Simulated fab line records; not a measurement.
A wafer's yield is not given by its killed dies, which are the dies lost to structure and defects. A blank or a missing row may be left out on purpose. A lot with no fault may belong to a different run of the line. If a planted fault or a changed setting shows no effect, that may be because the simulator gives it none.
Struck lot and sound lot, side by side | flow sky130 | 19 out of 708 route steps
Sound: these wafers, L335.2, L335.3, L335.4. Struck: wafers L346.1, L346.5, L346.6. Last of all comes the cause.
Per side, at each step with rows, come the tool, then ch with its chambers, and then its first start. Under that, the readings that differ: sound wafers | struck wafers | difference of the means | sigmas: that difference in standard deviations of wafers without a fault.
alike: words and numbers the same on both sides, and readings whose means are apart by under 2 such deviations; not compared: readings that were withheld, readings missing a value for some wafer, numbers with overlapping values and no deviation given by the record, and bounds like >300 which may hide the same value.
The two part at a step that has a row with sigmas, a row that says differs or no value, or rows on one side only. Non-overlapping numbers with no deviation appear without sigmas and do not part them. A reading missing from all wafers of one side parts the sides only when that side holds two or more wafers.

SKY_VIA4_THK_MEAS_20: measures by xrf.
  sound on film-metro-01 at day 43 11:53; struck on film-metro-01 at day 48 00:08
  alike: VIA4_W_THK
SKY_VIA4_CMP_21: polishes, stops on SiO2, t overpolish 25 s, target thk 0 nm.
  sound on cmp-01 ch 0,1,3, day 43 11:56; struck on cmp-02 ch 0,1,3, day 48 00:25
  alike: motor-current-A, overpolish-run-s, platen-rpm, retaining-ring-pressure-frac, time-to-endpoint-s
SKY_METAL5_SPUTTER_00: material Ti, target thk 15 nm, time 10 s.
  sound on pvd-sputter-02 at day 43 12:14; struck on pvd-sputter-01 at day 48 00:37
  alike: chamber-pressure-pa, throttle-valve-pct
then, 1 step without rows for these wafers: SKY_METAL5_SPUTTER_01 (material TiN, target thk 20 nm, time 16.7 s).
SKY_METAL5_SPUTTER_02: material AlCu, target thk 1150 nm, time 61.2 s.
  sound on pvd-sputter-02 at day 43 12:17; struck on pvd-sputter-01 at day 48 00:40
  alike: chamber-pressure-pa, throttle-valve-pct
SKY_METAL5_SPUTTER_03: material Ti, target thk 5 nm, time 3.3 s.
  sound on pvd-sputter-02 at day 43 12:20; struck on pvd-sputter-01 at day 48 00:43
  alike: chamber-pressure-pa, throttle-valve-pct
SKY_METAL5_SPUTTER_04: material TiN, target thk 70 nm, time 58.3 s.
  sound on pvd-sputter-02 at day 43 12:22; struck on pvd-sputter-01 at day 48 00:43
  alike: chamber-pressure-pa, throttle-valve-pct
SKY_METAL5_RS_MEAS_05: measurement is done with a four-point probe.
  sound on film-metro-03 at day 43 12:25; struck on film-metro-04 at day 48 00:46
  alike: METAL5_ALCU_RS
SKY_METAL5_THK_MEAS_06: measures by xrf.
  sound on film-metro-03 at day 43 12:32; struck on film-metro-04 at day 48 00:53
  alike: METAL5_ALCU_THK
then, 3 steps without rows for these wafers: SKY_METAL5_DEHYDRATE_07 (time 60 s); SKY_METAL5_HMDS_08 (prime time 60 s); SKY_METAL5_COAT_09 (resist thk 1800 nm).
SKY_METAL5_SOFTBAKE_10: time 60 s.
  sound on litho-track-01 ch 0, day 44 00:53; struck on litho-track-01 ch 0, day 48 08:55
  reading                  | sound             | struck            | difference | sigmas
  heater-power-total-W (W) | 56.64 56.64 56.63 | 58.61 58.54 58.48 | +1.91      | +43
  plate-temp-C (C)         | 90.07 90.07 89.97 | 92.07 92.06 92.13 | +2.05      | +16
  alike: chill-plate-temp-C, resist-line-temp-C
  not compared: model.NOVOLAK_of_METAL5_COAT_09.thk-nm
then, 3 steps without rows for these wafers: SKY_METAL5_EXPOSE_11 (exposes mask MM5, target cd 1600 nm); SKY_METAL5_PEB_12; SKY_METAL5_DEVELOP_13 (develop time 60 s).
SKY_METAL5_DESCUM_14: chemistry O2, time 11 s.
  sound on rie-metal-04 ch 0,1, day 44 10:19; struck on rie-metal-04 ch 1, day 48 18:13
  alike: drypump-motor-current-A, he-backside-leak-sccm, oes-product-au
  not compared: rf-hours-counter-h, model.NOVOLAK_of_METAL5_COAT_09.thk-nm
then, 1 step without rows for these wafers: SKY_METAL5_METAL_ETCH_15 (etches the open film in Cl2/BCl3, stops on SiO2, target depth 1260 nm, time 252 s).
SKY_PAD_OPEN_PROBE_99:
  sound on prober-01 at day 46 08:07; struck on prober-02 at day 50 11:23
  alike: defect-limited-yield, killed_at_M0_to_M3, killed_at_M4_up, killed-at-contacts, killed-at-front-end, killed-at-other, killed-dies, killed-open, killed-short, sort_bin_3_pad_short, sort_bin_5_function, sort_bin_6_memory, sort-n-pass, sort-yield-pct

== WHERE THEY PART ==
Only at SKY_METAL5_SOFTBAKE_10, within this record. Later steps at which nothing parts them and some readings are alike: SKY_METAL5_DESCUM_14, SKY_PAD_OPEN_PROBE_99.

WHY: whatever the simulator had introduced
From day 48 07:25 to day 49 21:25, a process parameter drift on litho-track-01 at SKY_METAL5_SOFTBAKE_10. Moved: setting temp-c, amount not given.
